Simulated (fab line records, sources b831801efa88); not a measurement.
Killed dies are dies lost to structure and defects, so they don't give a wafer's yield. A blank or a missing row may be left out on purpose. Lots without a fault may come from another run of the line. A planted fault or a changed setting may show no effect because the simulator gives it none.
Problem report in the 8D (eight disciplines) form, filled by code | flow sky130 | the parts of the form that need people (team, actions taken, sign-off) are left out

1. THE PROBLEM
overpolish_run_s at SKY_VIA3_CMP_24 reads a mean of 0.041 s on 3 wafers of 3 lots; wafers without a fault read 20.000 s with a standard deviation of 0.0088. That is -99 or more standard deviations from the usual mean.
The step: polishes, stops on SiO2, t overpolish 20 s, target thk 0 nm.
First seen on wafer L399.1, day 43 14:51, on cmp-01. The record holds 37 wafers of 13 lots with a number at this step. Rule for "out", or "out of limits": more than 4 standard deviations from the usual mean. The other wafers with a number count as sound.

2. WHAT IT IS AND WHAT IT IS NOT
question                    | is                                   | is not
which readings at this step | overpolish_run_s, time_to_endpoint_s | -
which lots                  | L399, L400, L402                     | L385, L388, L390, L391, L392, L393, L395, L396, L401, L407
which wafers of those lots  | L399.1, L400.6, L402.1               | L399.5, L400.2, L400.5, L402.3
read on which tools         | cmp-01                               | cmp-02
when                        | from day 43 14:51                    | up to then (25 sound wafers); but 9 sound wafers of L400, L401, L402, L407 came after

3. SUSPECTS, AND WHAT RULES EACH OUT
Counting: a tool at a process step up to the reading stays a suspect if it ran every lot that is out. Sound lots after the first of them don't rule it out here, since some wafers of a struck lot are sound.
- cmp-01 at SKY_VIA3_CMP_24 (polishes, stops on SiO2, t overpolish 20 s, target thk 0 nm): kept. It ran every lot that is out, first L399 (day 43 14:51); its last sound lot up to then is L396 (day 43 06:23). Its own readings are out on those wafers: overpolish_run_s, time_to_endpoint_s.
Left after counting: cmp-01 at SKY_VIA3_CMP_24.

4. THE CAUSE (what the simulator had put in)
Process parameter drift: cmp-01, from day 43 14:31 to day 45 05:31, at SKY_VIA3_CMP_24. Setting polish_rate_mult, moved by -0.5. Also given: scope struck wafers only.
Counting left only this tool.

5. THE CHAIN OF EFFECTS, in route order
Each row: a reading whose mean over the struck wafers that have a number lies more than 3 standard deviations from the usual. Only readings for which the record gives a usual standard deviation are gone through. hours: the time from each lot's start at the first step in this table that gives one to its start at this step, as a median over the lots. sigmas: the change in usual standard deviations.
hours | step                  | reading              | usual    | on struck wafers | change  | sigmas
0     | SKY_VIA3_CMP_24       | overpolish_run_s     | 20.000 s | 0.041            | -19.959 | -99 or more
0     | SKY_VIA3_CMP_24       | time_to_endpoint_s   | 94 s     | 149              | +55     | +16
127   | SKY_PAD_OPEN_PROBE_99 | defect_limited_yield | 82.3 %   | 0.0              | -82.3   | -41
127   | SKY_PAD_OPEN_PROBE_99 | killed_at_M0_to_M3   | 43       | 451              | +408    | +56
127   | SKY_PAD_OPEN_PROBE_99 | killed_dies          | 87       | 492              | +405    | +41
127   | SKY_PAD_OPEN_PROBE_99 | killed_on_rim        | 17       | 96               | +79     | +21
127   | SKY_PAD_OPEN_PROBE_99 | sort_bin_3_pad_short | 0.8 %    | 84.6             | +83.8   | +99 or more
127   | SKY_PAD_OPEN_PROBE_99 | sort_n_pass          | 405      | 0                | -405    | -41
127   | SKY_PAD_OPEN_PROBE_99 | sort_yield_pct       | 82.3 %   | 0.0              | -82.3   | -41
The process steps in it:
- SKY_VIA3_CMP_24: polishes, stops on SiO2, t overpolish 20 s, target thk 0 nm.
- SKY_PAD_OPEN_PROBE_99

6. WHAT WOULD HAVE CAUGHT IT SOONER
In this record the first reading out of limits was taken at day 43 14:51, 0 hours after the fault began at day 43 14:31.
